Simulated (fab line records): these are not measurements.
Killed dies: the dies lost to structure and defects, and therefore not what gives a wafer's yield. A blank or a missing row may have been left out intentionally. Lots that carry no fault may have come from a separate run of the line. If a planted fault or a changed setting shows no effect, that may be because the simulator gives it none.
Chamber matching -- flow sky130 -- cmp-01 running SKY_LI_CONTACT_CMP_02: 4 sister chambers
The step polishes PSG. 4 wafers are shown with their chamber, then 6 later ones without.

## WAFERS WITH THEIR CHAMBER
wafer,chamber,motorCurrentA (A)
L375.4,3,10.3
L379.1,2,10.2
L380.1,1,12.0
L380.3,0,12.8

## WAFERS MISSING THEIR CHAMBER
wafer,motorCurrentA (A)
L380.6,9.7
L382.1,11.0
L382.4,10.1
L382.6,11.8
L387.2,10.4
L387.6,10.7

## EACH ONE'S CHAMBER
wafer,from the rows above,in truth
L380.6,can't be placed: 2 or 3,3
L382.1,can't be placed: 3 or 2 or 1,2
L382.4,can't be placed: 2 or 3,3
L382.6,1,1
L387.2,can't be placed: 3 or 2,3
L387.6,can't be placed: 3 or 2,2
1 of 6 placed correctly. Cannot be placed on the basis of these rows: 5; the candidates contain the true chamber in 5. Number placed wrongly: 0.
How it was worked out, from the rows above alone: a wafer's distance from a chamber is the root of the sum, over the readings, of the square of ((its reading less the chamber's mean) divided by the reading's scatter). The wafer belongs to the nearest chamber; if the next one is less than 2 further off, it can't be placed. Each chamber's mean is taken over the wafers shown for it. The scatter: with one shown wafer a chamber, the root of the mean of the squares of how far each hidden wafer lies from its nearest shown one.
